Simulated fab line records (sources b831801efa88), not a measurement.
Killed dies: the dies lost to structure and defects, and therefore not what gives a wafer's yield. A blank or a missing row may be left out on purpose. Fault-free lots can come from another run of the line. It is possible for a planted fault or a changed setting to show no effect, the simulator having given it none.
Struck lot and sound lot, side by side ; flow sky130 ; 43 steps out of a route of 708
Sound: these wafers, L186.2, L186.4, L186.6. The struck wafers were L198.1, L198.3, L198.6. The cause comes at the end.
For every step that has rows: the tool of each side, followed by ch and its chambers, followed by its first start. Under that, the readings that differ: sound wafers ; struck wafers ; difference of the means ; sigmas: that difference in standard deviations of wafers without a fault.
alike: a reading whose means differ by less than 2 such deviations, as well as words and numbers matching on both sides. not compared: withheld readings; readings where some wafer has no value; bounds like >300 that might hide an equal value; numbers whose values overlap and for which the record gives no deviation.
The two part at a step that has a row with sigmas, a row that says differs or no value, or rows on one side only. When numbers do not overlap yet have no deviation, they are printed without sigmas and do not part them. A reading missing from all wafers of one side parts the sides only when that side holds two or more wafers.

first, 5 steps without rows for these wafers: SKY_POLY_GATE_COAT_08 (resist thk 450 nm); SKY_POLY_GATE_SOFTBAKE_09 (time 90 s); SKY_POLY_GATE_EXPOSE_10 (exposes mask P1M, target cd 150 nm); SKY_POLY_GATE_PEB_11; SKY_POLY_GATE_DEVELOP_12 (develop time 60 s).
SKY_POLY_GATE_CD_MEAS_13: the cd target is 150 nm.
  sound on cd_sem-01, day 19 04:30; struck on cd_sem-02, day 22 13:35
reading;sound;struck;difference;sigmas
cd_nm (nm);147.9 148.8 149.2;152.0 151.8 152.5;+3.5;+3
SKY_POLY_GATE_OVL_MEAS_14:
  sound on overlay-01, day 19 04:36; struck on overlay-02, day 22 13:43
  alike: POLY_GATE_OVL
SKY_POLY_GATE_ETCH_15: etches BARC in N2/H2, stops on SiO2, time 118.5 s, target depth 110 nm.
  sound on rie_diel-01 ch 0,1,3, day 19 04:38; struck on rie_diel-02 ch 1,3, day 22 13:45
  alike: bias_w, drypump_motor_current_A, oes_product_au, throttle_valve_pct
  not compared: rf_hours_counter_h
SKY_POLY_GATE_ETCH_16: etches Si3N4 in CH3F/O2, stops on poly-Si, time 147.5 s, target depth 75 nm.
  sound on rie_diel-01 ch 0,1,3, day 19 04:43; struck on rie_diel-02 ch 1,3, day 22 13:50
  alike: bias_w, drypump_motor_current_A, oes_product_au, throttle_valve_pct
  not compared: rf_hours_counter_h
SKY_POLY_GATE_ETCH_17: etches poly-Si in HBr/Cl2, stops on SiO2, target depth 180 nm, time 70.5 s.
  sound on rie_si-02 ch 0,1,3, day 19 04:49; struck on rie_si-01 ch 0,3, day 22 13:56
reading;sound;struck;difference;sigmas
oes_product_au (a.u.);0.996 1.001 1.004;0.975 0.988 0.985;-0.018;-2
  alike: bias_w, drypump_motor_current_A, throttle_valve_pct
  not compared: rf_hours_counter_h
then, 2 steps without rows for these wafers: SKY_POLY_GATE_STRIP_18 (strips in O2/N2); SKY_POLY_GATE_CLEAN_19 (cleans in SC1/SC2, time 150 s).
SKY_POLY_GATE_OXIDATION_20: stabilise 600 s, purge 300 s, target thk 4 nm.
  sound on furnace-01 ch 0, day 19 07:05; struck on furnace-01 ch 0, day 22 14:18
  alike: spike_tc_bottom_C
SKY_POLY_GATE_THK_MEAS_21:
  sound on film_metro-03, day 19 08:20; struck on film_metro-02, day 22 15:33
  alike: POLY_GATE_OXIDATION_THK
SKY_POLY_GATE_CD_MEAS_22:
  sound on cd_sem-01, day 19 08:25; struck on cd_sem-02, day 22 15:37
  alike: cd_nm
then, 7 steps without rows for these wafers: SKY_LDD_N_DEHYDRATE_00 (time 60 s); SKY_LDD_N_HMDS_01 (prime time 60 s); SKY_LDD_N_COAT_02 (resist thk 300 nm); SKY_LDD_N_SOFTBAKE_03 (time 60 s); SKY_LDD_N_EXPOSE_04 (exposes mask NTM, target cd 840 nm); SKY_LDD_N_PEB_05; SKY_LDD_N_DEVELOP_06 (develop time 60 s).
SKY_LDD_N_OVL_MEAS_07:
  sound on overlay-02, day 20 14:54; struck on overlay-01, day 23 21:08
  alike: LDD_N_OVL
then, 8 steps without rows for these wafers: SKY_LDD_N_IMPLANT_08; SKY_LDD_N_IMPLANT_09; SKY_LDD_N_IMPLANT_10; SKY_LDD_N_IMPLANT_11; SKY_LDD_N_IMPLANT_12; SKY_LDD_N_IMPLANT_13; SKY_LDD_N_IMPLANT_14; SKY_LDD_N_IMPLANT_15.
SKY_LDD_N_STRIP_16: strips in O2/N2.
  sound on plasma_asher-03 ch 0, day 20 16:08; struck on plasma_asher-01 ch 0,1, day 23 22:22
  alike: drypump_motor_current_A, oes_product_au, strip_time_to_endpoint_s
  not compared: rf_hours_counter_h
SKY_LDD_N_TW_MEAS_17:
  sound on film_metro-01, day 20 16:14; struck on film_metro-03, day 23 22:28
reading;sound;struck;difference;sigmas
LDD_N_TW;2625 2615 2628;2578 2585 2581;-41;-2
then, 3 steps without rows for these wafers: SKY_LDD_P_DEHYDRATE_00 (time 60 s); SKY_LDD_P_HMDS_01 (prime time 60 s); SKY_LDD_P_COAT_02 (resist thk 1140 nm).
SKY_LDD_P_SOFTBAKE_03: time 61.51 s.
  sound on litho_track-02 ch 0, day 21 06:30; struck on litho_track-03 ch 0, day 24 13:18
  alike: plate_sensor_t_centre_C, plate_sensor_t_edge_C
then, 3 steps without rows for these wafers: SKY_LDD_P_EXPOSE_04 (exposes mask PSDM, target cd 380 nm); SKY_LDD_P_PEB_05; SKY_LDD_P_DEVELOP_06 (develop time 60 s).
SKY_LDD_P_CD_MEAS_07: the cd target is 380 nm.
  sound on cd_sem-02, day 21 22:57; struck on cd_sem-02, day 25 03:59
  alike: cd_nm
SKY_LDD_P_OVL_MEAS_08:
  sound on overlay-02, day 21 23:04; struck on overlay-02, day 25 04:06
  alike: LDD_P_OVL
-- here the record skips 25 days between the struck wafers' starts before and after, leaving off in module LDD_P and picking up in module PAD_OPEN (first step shown: number 708 of the route) --
SKY_PAD_OPEN_PROBE_99:
  only the struck wafers here have rows in the record (prober-02, day 49 17:10); the sound ones have none

== WHERE THEY PART ==
Earliest at SKY_POLY_GATE_CD_MEAS_13; latest, in this record, at SKY_PAD_OPEN_PROBE_99.

WHY: what the simulator had put in
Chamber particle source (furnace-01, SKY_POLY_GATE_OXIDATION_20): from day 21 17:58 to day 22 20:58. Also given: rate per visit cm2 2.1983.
